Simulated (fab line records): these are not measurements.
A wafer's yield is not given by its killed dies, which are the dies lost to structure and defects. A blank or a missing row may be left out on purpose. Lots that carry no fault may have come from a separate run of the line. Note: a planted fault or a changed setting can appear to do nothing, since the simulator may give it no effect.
Which of the tools did it? | flow gf180mcu | 15 lots, 43 wafers sampled, at 5 steps of a route of 602

WHAT EACH GAUGE READ, for each wafer
GF_HV_LDD_OVL_MEAS_20. Usual: for HV_LDD_01_OVL the level is 0.3 nm and the standard deviation is 1.6.
lot  | measured     | on         | HV_LDD_01_OVL (nm) | flag
L533 | day 10 20:52 | overlay-02 | -1.0 0.4 1.4       |
L534 | day 11 07:36 | overlay-01 | -0.4 -0.3 0.2      |
L535 | day 11 12:29 | overlay-02 | 2.3 1.4 3.1        |
L537 | day 12 04:41 | overlay-01 | -1.5 -1.9 0.2      |
L539 | day 12 21:14 | overlay-02 | 0.5 -0.3 0.4       |
L540 | day 13 00:26 | overlay-01 | -0.7 1.6 -0.8      |
L541 | day 13 03:47 | overlay-02 | 0.5 0.2 1.9        |
L542 | day 13 15:26 | overlay-01 | 0.6 -0.9 -0.2      |
L543 | day 14 00:40 | overlay-02 | -1.6 1.3 0.2       |
L545 | day 14 13:31 | overlay-01 | -0.3 0.1 -1.8      |
L547 | day 15 04:14 | overlay-01 | 1.4 3.3            |
L548 | day 15 10:46 | overlay-02 | 3.6 2.6            |
L550 | day 16 01:38 | overlay-02 | 0.6 -1.8 -0.6      |
L554 | day 17 06:47 | overlay-01 | -0.6 -1.2 -1.6     |
L556 | day 18 08:50 | overlay-01 | 1.2 -0.1 2.4       |

GF_HV_LDD_CD_MEAS_31: the cd target is 400 nm. Usual: 399.6 nm for cd-nm, sd 2.
lot  | measured     | on        | cd-nm (nm)        | flag
L533 | day 11 15:46 | cd-sem-02 | 402.3 402.2 401.6 |
L534 | day 12 02:35 | cd-sem-01 | 401.5 399.1 399.9 |
L535 | day 12 07:07 | cd-sem-02 | 401.6 400.2 399.4 |
L537 | day 13 00:21 | cd-sem-01 | 402.3 402.1 402.7 |
L539 | day 13 17:26 | cd-sem-02 | 398.0 399.6 399.5 |
L540 | day 13 20:30 | cd-sem-02 | 401.2 400.4 400.6 |
L541 | day 14 00:20 | cd-sem-01 | 399.0 399.9 398.0 |
L542 | day 14 11:59 | cd-sem-02 | 398.5 399.5 399.7 |
L543 | day 14 21:10 | cd-sem-02 | 398.6 400.7 400.0 |
L545 | day 15 10:57 | cd-sem-02 | 401.7 401.3 401.6 |
L547 | day 16 02:23 | cd-sem-01 | 399.4 400.7       |
L548 | day 16 09:04 | cd-sem-02 | 396.4 399.3       |
L550 | day 17 00:29 | cd-sem-02 | 402.9 400.8 404.6 |
L554 | day 18 05:42 | cd-sem-01 | 398.7 400.4 401.5 |
L556 | day 19 09:11 | cd-sem-02 | 398.1 398.7 399.9 |

GF_SAB_THK_MEAS_01. Usual: for SAB_CVD_00_THK the level is 49.9 nm and the standard deviation is 0.66.
lot  | measured     | on            | SAB_CVD_00_THK (nm) | flag
L533 | day 14 09:09 | film-metro-03 | 49.2 48.9 50.5      |
L534 | day 14 19:44 | film-metro-03 | 49.8 49.8 50.9      |
L535 | day 15 01:37 | film-metro-04 | 50.4 48.6 50.7      |
L537 | day 15 19:32 | film-metro-02 | 48.7 50.3 49.2      |
L539 | day 16 14:07 | film-metro-02 | 50.2 50.4 50.7      |
L540 | day 16 19:10 | film-metro-04 | 49.0 50.4 49.7      |
L541 | day 16 22:21 | film-metro-04 | 49.9 50.3 49.0      |
L542 | day 17 11:17 | film-metro-02 | 49.1 51.4 50.8      |
L543 | day 17 21:34 | film-metro-04 | 48.4 49.1 49.4      |
L545 | day 18 11:53 | film-metro-03 | 49.2 49.7 50.2      |
L547 | day 19 05:17 | film-metro-02 | 50.4 57.2           | OFF
L548 | day 19 13:55 | film-metro-03 | 49.8 56.6           | OFF
L550 | day 20 04:56 | film-metro-02 | 49.5 50.0 57.3      | OFF
L554 | day 21 11:16 | film-metro-02 | 50.7 49.6 51.1      |
L556 | day 22 13:50 | film-metro-04 | 49.8 49.8 49.3      |

GF_SALICIDE_RS_MEAS_04: measurement is done with a four-point probe. Usual: for SALICIDE_TIN_RS the level is 16.25 ohm/sq and the standard deviation is 0.26.
lot  | measured     | on            | SALICIDE_TIN_RS (ohm/sq) | flag
L533 | day 15 05:48 | film-metro-02 | 16.61 16.31 16.59        |
L534 | day 15 17:34 | film-metro-03 | 15.99 15.71 15.99        |
L535 | day 15 23:43 | film-metro-01 | 16.28 16.30 16.23        |
L537 | day 16 18:19 | film-metro-01 | 16.10 16.47 16.45        |
L539 | day 17 13:04 | film-metro-01 | 16.60 16.50 16.49        |
L540 | day 17 18:55 | film-metro-01 | 16.04 15.95 15.95        |
L541 | day 17 22:24 | film-metro-03 | 16.17 16.21 16.18        |
L542 | day 18 10:43 | film-metro-03 | 16.08 15.89 16.04        |
L543 | day 18 22:09 | film-metro-03 | 16.50 16.30 16.83        |
L545 | day 19 12:00 | film-metro-02 | 16.18 16.20 16.58        |
L547 | day 20 05:11 | film-metro-03 | 16.24 16.01              |
L548 | day 20 13:47 | film-metro-03 | 16.43 16.53              |
L550 | day 21 05:49 | film-metro-02 | 16.36 16.48 16.16        |
L554 | day 22 11:22 | film-metro-03 | 16.80 16.75 16.22        |
L556 | day 23 13:17 | film-metro-02 | 16.18 16.45 16.01        |

WHAT TOOL EACH LOT RAN ON (gives the tool, then ch and the chambers of the sampled wafers, and finally the start)
lot  | GF_SAB_CVD_00
L533 | pecvd-02 ch 0,1, day 14 09:08
L534 | pecvd-03 ch 0,2, day 14 19:41
L535 | pecvd-02 ch 0,2, day 15 01:35
L537 | pecvd-03 ch 0,1,2, day 15 19:31
L539 | pecvd-02 ch 0,1, day 16 14:05
L540 | pecvd-01 ch 0,1,2, day 16 19:09
L541 | pecvd-02 ch 0,1,2, day 16 22:19
L542 | pecvd-03 ch 0,1,2, day 17 11:15
L543 | pecvd-01 ch 0,1,2, day 17 21:32
L545 | pecvd-03 ch 0,2, day 18 11:52
L547 | pecvd-01 ch 1, day 19 05:15
L548 | pecvd-01 ch 1, day 19 13:53
L550 | pecvd-01 ch 1,2, day 20 04:55
L554 | pecvd-03 ch 0,1,2, day 21 11:14
L556 | pecvd-03 ch 0,1,2, day 22 13:49
- GF_SAB_CVD_00: deposits SiO2 from TEOS, target thk 50 nm, time 4.9302 s.

WHAT THE TOOLS THEMSELVES READ (means of the sampled wafers that have a number; where no wafer has one, the mark that the record gives instead)
GF_SAB_CVD_00. Usual: heater-power-w 631 W, standard deviation 120; susceptor-temp-C 400.01 C, standard deviation 0.23.
lot  | tool     | heater-power-w (W) | susceptor-temp-C (C) | flag
L533 | pecvd-02 | 671                | 399.92               |
L534 | pecvd-03 | 520                | 400.48               |
L535 | pecvd-02 | 723                | 400.04               |
L537 | pecvd-03 | 522                | 399.80               |
L539 | pecvd-02 | 683                | 399.94               |
L540 | pecvd-01 | 719                | 399.90               |
L541 | pecvd-02 | 698                | 399.87               |
L542 | pecvd-03 | 541                | 399.92               |
L543 | pecvd-01 | 744                | 399.89               |
L545 | pecvd-03 | 511                | 399.69               |
L547 | pecvd-01 | 610                | 400.19               |
L548 | pecvd-01 | 672                | 399.82               |
L550 | pecvd-01 | 746                | 400.11               |
L554 | pecvd-03 | 537                | 400.06               |
L556 | pecvd-03 | 558                | 399.97               |

THE ANSWER, worked out from the rows above alone
Rule: lot off if the mean of its wafers having a number is beyond 3 standard deviations from the usual mean. A lot without any number at a reading at which 4 lots or more have one is off too. All remaining lots with rows at the step are treated as sound. Order of review: gauges by route order, followed by the tools' own readings, for which a lot's mean as printed above is used. The first step at which some lot is off is used, and at that step the reading that is off furthest; a lot without a number counts as furthest.
Off: at GF_SAB_THK_MEAS_01 (SAB_CVD_00_THK), L547, L548, L550.
A tool fits if, at a process step before that reading, it ran every lot that is off, and no sound lot after the first of them. Gauges at GF_SAB_THK_MEAS_01: tried the same way as those tools. One fits: GF_SAB_CVD_00 on pecvd-01. A fault onset in the window from L543 (day 17 21:32, its last sound lot) to L547 (day 19 05:15, its first lot off) fits.

WHAT THE SIMULATOR PUT IN
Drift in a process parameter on pecvd-01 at GF_SAB_CVD_00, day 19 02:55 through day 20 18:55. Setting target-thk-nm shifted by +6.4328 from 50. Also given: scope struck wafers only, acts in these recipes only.
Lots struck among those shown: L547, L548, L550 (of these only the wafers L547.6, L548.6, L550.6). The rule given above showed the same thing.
